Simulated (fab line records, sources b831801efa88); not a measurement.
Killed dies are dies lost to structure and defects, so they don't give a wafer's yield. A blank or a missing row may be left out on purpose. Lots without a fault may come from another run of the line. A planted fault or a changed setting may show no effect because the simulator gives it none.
Which tool did it? | flow sky130 | 11 lots, 33 wafers sampled, at 5 steps of a route of 708

WHAT THE GAUGES READ, wafer by wafer
The record holds no reading of a measuring or inspecting step that can be judged against a usual standard deviation.

WHICH TOOL RAN EACH LOT (tool, then ch and the chambers of the sampled wafers, then the start)
lot  | SKY_CONTACT_SPUTTER_23       | SKY_METAL2_SPUTTER_03        | SKY_METAL2_ETCH_18                | SKY_METAL2_STRIP_20                  | SKY_VIA2_STRIP_16
L637 | pvd_sputter-04, day 31 20:43 | pvd_sputter-03, day 34 05:28 | rie_metal-03 ch 0,1, day 35 08:11 | plasma_asher-04 ch 0,1, day 35 08:21 | plasma_asher-03 ch 0,1, day 36 11:26
L639 | pvd_sputter-04, day 32 09:37 | pvd_sputter-02, day 34 19:08 | rie_metal-02 ch 0,1, day 35 21:32 | plasma_asher-01 ch 0,1, day 35 21:42 | plasma_asher-04 ch 0,1, day 37 00:02
L640 | pvd_sputter-04, day 32 11:49 | pvd_sputter-02, day 34 20:03 | rie_metal-03 ch 0,1, day 35 21:52 | plasma_asher-02 ch 0,1, day 35 22:01 | plasma_asher-02 ch 0, day 37 00:07
L645 | pvd_sputter-04, day 34 02:41 | pvd_sputter-01, day 36 10:10 | rie_metal-03 ch 0, day 37 11:55   | plasma_asher-04 ch 0,1, day 37 12:04 | plasma_asher-02 ch 0,1, day 38 14:30
L646 | pvd_sputter-04, day 34 06:14 | pvd_sputter-03, day 36 13:51 | rie_metal-03 ch 0,1, day 37 15:37 | plasma_asher-04 ch 0,1, day 37 15:46 | plasma_asher-02 ch 0, day 38 18:24
L653 | pvd_sputter-03, day 36 08:38 | pvd_sputter-02, day 38 15:26 | rie_metal-02 ch 0,1, day 39 15:55 | plasma_asher-01 ch 0,1, day 39 16:04 | plasma_asher-04 ch 0,1, day 40 17:42
L655 | pvd_sputter-01, day 37 02:31 | pvd_sputter-03, day 39 08:24 | rie_metal-04 ch 0, day 40 08:49   | plasma_asher-01 ch 0,1, day 40 08:58 | plasma_asher-04 ch 1, day 41 10:24
L656 | pvd_sputter-04, day 37 07:26 | pvd_sputter-03, day 39 12:37 | rie_metal-02 ch 0,1, day 40 13:04 | plasma_asher-02 ch 0,1, day 40 13:13 | plasma_asher-03 ch 0,1, day 41 15:21
L657 | pvd_sputter-01, day 38 01:15 | pvd_sputter-03, day 40 05:47 | rie_metal-04 ch 0,1, day 41 06:01 | plasma_asher-02 ch 0,1, day 41 06:10 | plasma_asher-03 ch 0,1, day 42 07:09
L660 | pvd_sputter-03, day 38 18:45 | pvd_sputter-03, day 40 23:38 | rie_metal-03 ch 0,1, day 41 23:17 | plasma_asher-01 ch 0,1, day 41 23:28 | plasma_asher-02 ch 0,1, day 42 23:47
L659 | pvd_sputter-03, day 38 20:22 | pvd_sputter-03, day 41 00:56 | rie_metal-04 ch 0,1, day 42 00:25 | plasma_asher-02 ch 0,1, day 42 00:34 | plasma_asher-02 ch 0,1, day 43 00:38
- SKY_CONTACT_SPUTTER_23: material TiN, target thk 20 nm, time 80 s.
- SKY_METAL2_SPUTTER_03: material Ti, target thk 5 nm, time 3.3 s.
- SKY_METAL2_ETCH_18: etches BARC in N2/H2, stops on SiO2, time 45.9 s, target depth 60 nm.
- SKY_METAL2_STRIP_20: strips in O2/N2.
- SKY_VIA2_STRIP_16: strips in O2/N2.

WHAT THE TOOLS THEMSELVES READ (means of the sampled wafers that have a number; where no wafer has one, the mark that the record gives instead)
SKY_CONTACT_SPUTTER_23. Usual: throttle_valve_pct 30.2 %, standard deviation 0.95.
lot  | tool           | throttle_valve_pct (%) | flag
L637 | pvd_sputter-04 | 30.4                   |
L639 | pvd_sputter-04 | 30.0                   |
L640 | pvd_sputter-04 | 30.9                   |
L645 | pvd_sputter-04 | 29.9                   |
L646 | pvd_sputter-04 | 30.2                   |
L653 | pvd_sputter-03 | 30.0                   |
L655 | pvd_sputter-01 | 30.6                   |
L656 | pvd_sputter-04 | 30.0                   |
L657 | pvd_sputter-01 | 29.7                   |
L660 | pvd_sputter-03 | 30.6                   |
L659 | pvd_sputter-03 | 30.2                   |

SKY_METAL2_SPUTTER_03. Usual: throttle_valve_pct 30.0 %, standard deviation 1.1.
lot  | tool           | throttle_valve_pct (%) | flag
L637 | pvd_sputter-03 | 29.7                   |
L639 | pvd_sputter-02 | 30.8                   |
L640 | pvd_sputter-02 | 30.0                   |
L645 | pvd_sputter-01 | 30.6                   |
L646 | pvd_sputter-03 | 30.3                   |
L653 | pvd_sputter-02 | 29.9                   |
L655 | pvd_sputter-03 | 29.3                   |
L656 | pvd_sputter-03 | 30.4                   |
L657 | pvd_sputter-03 | 30.3                   |
L660 | pvd_sputter-03 | 31.0                   |
L659 | pvd_sputter-03 | 29.7                   |

SKY_METAL2_ETCH_18. Usual: drypump_motor_current_A 5.66 A, standard deviation 0.089; oes_product_au 0.854 a.u., standard deviation 0.0048; throttle_valve_pct 13.224 %, standard deviation 0.0094.
lot  | tool         | drypump_motor_current_A (A) | oes_product_au (a.u.) | throttle_valve_pct (%) | flag
L637 | rie_metal-03 | 5.68                        | 0.850                 | 13.216                 |
L639 | rie_metal-02 | 5.71                        | 0.852                 | 13.230                 |
L640 | rie_metal-03 | 5.71                        | 0.854                 | 13.225                 |
L645 | rie_metal-03 | 5.65                        | 0.859                 | 13.221                 |
L646 | rie_metal-03 | 5.67                        | 0.857                 | 13.232                 |
L653 | rie_metal-02 | 5.73                        | 0.852                 | 13.235                 |
L655 | rie_metal-04 | 5.64                        | 0.853                 | 13.221                 |
L656 | rie_metal-02 | 5.70                        | 0.857                 | 13.222                 |
L657 | rie_metal-04 | 5.54                        | 0.855                 | 13.222                 |
L660 | rie_metal-03 | 5.68                        | 0.854                 | 13.231                 |
L659 | rie_metal-04 | 5.58                        | 0.855                 | 13.216                 |

SKY_METAL2_STRIP_20. Usual: drypump_motor_current_A 5.73 A, standard deviation 0.25; oes_product_au 0.343 a.u., standard deviation 0.0046; strip_time_to_endpoint_s 2.691 s, standard deviation 0.027.
lot  | tool            | drypump_motor_current_A (A) | oes_product_au (a.u.) | strip_time_to_endpoint_s (s) | flag
L637 | plasma_asher-04 | 5.69                        | 0.345                 | 2.702                        |
L639 | plasma_asher-01 | 5.84                        | 0.343                 | 2.688                        |
L640 | plasma_asher-02 | 5.82                        | 0.345                 | 2.702                        |
L645 | plasma_asher-04 | 5.69                        | 0.344                 | 2.617                        |
L646 | plasma_asher-04 | 5.70                        | 0.340                 | 2.651                        |
L653 | plasma_asher-01 | 5.84                        | 0.343                 | 2.665                        |
L655 | plasma_asher-01 | 5.78                        | 0.343                 | 2.633                        |
L656 | plasma_asher-02 | 5.54                        | 0.342                 | 2.702                        |
L657 | plasma_asher-02 | 5.53                        | 0.343                 | 2.718                        |
L660 | plasma_asher-01 | 5.84                        | 0.345                 | 2.647                        |
L659 | plasma_asher-02 | 5.80                        | 0.337                 | 2.654                        |

SKY_VIA2_STRIP_16. Usual: drypump_motor_current_A 5.7 A, standard deviation 0.38; oes_product_au 0.398 a.u., standard deviation 0.0046; strip_time_to_endpoint_s 4.042 s, standard deviation 0.02.
lot  | tool            | drypump_motor_current_A (A) | oes_product_au (a.u.) | strip_time_to_endpoint_s (s) | flag
L637 | plasma_asher-03 | 5.5                         | 0.399                 | 4.034                        |
L639 | plasma_asher-04 | 5.7                         | 0.400                 | 4.018                        |
L640 | plasma_asher-02 | 5.3                         | 0.397                 | 4.056                        |
L645 | plasma_asher-02 | 5.6                         | 0.397                 | 4.034                        |
L646 | plasma_asher-02 | 5.3                         | 0.398                 | 4.040                        |
L653 | plasma_asher-04 | 5.7                         | 0.396                 | 4.040                        |
L655 | plasma_asher-04 | 5.7                         | 0.398                 | 4.041                        |
L656 | plasma_asher-03 | 5.9                         | 0.399                 | 4.017                        |
L657 | plasma_asher-03 | 5.9                         | 0.399                 | 4.055                        |
L660 | plasma_asher-02 | 5.8                         | 0.397                 | 4.065                        |
L659 | plasma_asher-02 | 5.8                         | 0.399                 | 4.038                        |

THE ANSWER, worked out from the rows above alone
Rule: a lot is off if the mean of its wafers that have a number lies more than 3 standard deviations from the usual mean. A lot without any number at a reading at which 4 lots or more have one is off too. The other lots that the step has rows for count as sound. The gauges are gone through in route order, then the tools' own readings, and for those a lot's mean is taken as printed above. The first step at which some lot is off is used, and at that step the reading that is off furthest; a lot without a number counts as furthest.
No lot is off at any reading shown: from this, nothing can be told.

WHAT THE SIMULATOR HAD PUT IN
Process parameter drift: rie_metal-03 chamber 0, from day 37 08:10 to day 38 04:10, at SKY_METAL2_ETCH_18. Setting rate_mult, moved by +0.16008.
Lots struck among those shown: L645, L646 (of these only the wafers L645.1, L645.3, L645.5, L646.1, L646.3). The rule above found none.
